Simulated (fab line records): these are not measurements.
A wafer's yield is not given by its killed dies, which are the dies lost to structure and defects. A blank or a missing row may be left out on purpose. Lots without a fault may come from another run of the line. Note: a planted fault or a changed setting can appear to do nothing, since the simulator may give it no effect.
Code-filled problem report in 8D (eight disciplines) form | flow sky130 | the parts of the form that need people (team, actions taken, sign-off) are left out

== 1. WHAT WENT WRONG ==
run length s at SKY_METAL2_METAL_ETCH_19 reads a mean of 96.6 s on 3 wafers of 2 lots; wafers without a fault read 106.2 s with a standard deviation of 0.4. That is -24 standard deviations from the usual mean.
The step: etches the open film in Cl2/BCl3, stops on SiO2, target depth 360 nm, time 78 s.
First seen on wafer L138.1, day 36 20:16, on rie metal-03. The record has a number at this step for 31 wafers belonging to 11 lots. By rule, "out" or "out of limits" means more than 4 standard deviations away from the usual mean. The other wafers with a number count as sound.

== 2. WHAT THIS IS AND IS NOT ==
question                    | is                           | is not
which readings at this step | run length s, oes product au | drypump motor current A, mfc cl2 sccm, throttle valve pct
which lots                  | L138, L139                   | L133, L134, L136, L149, L151, L152, L153, L155, L156
which wafers of those lots  | L138.1, L139.1, L139.4       | L138.6
read on which tools         | rie metal-03                 | rie metal-01, rie metal-04
when                        | from day 36 20:16            | up to then (10 sound wafers); but 18 sound wafers of L149, L151, L152, L153, L155, L156 came after

== 3. SUSPECTS, AND WHAT RULES EACH OUT ==
Counting: any tool at a process step up to the reading remains a suspect provided it ran every lot that is out. Sound lots after the first of them don't rule it out here, since some wafers of a struck lot are sound.
- rie metal-03 at SKY_METAL1_DESCUM_17 (chemistry O2, time 8 s): kept. It ran every lot that is out, first L138 (day 34 11:31).
- rie metal-03 at SKY_METAL2_METAL_ETCH_19 (etches the open film in Cl2/BCl3, stops on SiO2, target depth 360 nm, time 78 s): kept. Ran every lot that is out, first one L138 (day 36 20:16); last sound lot up to then L136 (day 36 15:36). Out on those wafers are its own readings of oes product au, run length s.
The count leaves rie metal-03 at SKY_METAL2_METAL_ETCH_19 and rie metal-03 at SKY_METAL1_DESCUM_17.

== 4. THE CAUSE (what the simulator had put in) ==
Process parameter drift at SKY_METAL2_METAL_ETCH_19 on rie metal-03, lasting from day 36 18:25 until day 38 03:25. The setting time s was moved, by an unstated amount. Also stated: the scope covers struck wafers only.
This tool is one of the 2 suspects left after counting.

== 5. THE EFFECT CHAIN, in route order ==
Each row: a reading where the mean over the struck wafers with a number is more than 3 standard deviations away from the usual. Only readings for which the record gives a usual standard deviation are gone through. hours: the time from each lot's start at the first step in this table that gives one to its start at this step, as a median over the lots. sigmas: the change in usual standard deviations.
hours | step                     | reading                  | usual      | on struck wafers | change | sigmas
0     | SKY_METAL2_METAL_ETCH_19 | oes product au           | 0.855 a.u. | 0.973            | +0.118 | +20
0     | SKY_METAL2_METAL_ETCH_19 | run length s             | 106.2 s    | 96.6             | -9.6   | -24
0     | SKY_METAL2_STRIP_20      | strip time to endpoint s | 2.69 s     | 3.00             | +0.31  | +5.7
The process steps in it:
- SKY_METAL2_METAL_ETCH_19: etches the open film in Cl2/BCl3, stops on SiO2, target depth 360 nm, time 78 s.
- SKY_METAL2_STRIP_20: strips in O2/N2.

== 6. WHAT WOULD HAVE CAUGHT IT SOONER ==
In this record no reading fell out of limits until day 36 20:16, 2 hours after the fault had begun at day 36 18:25.
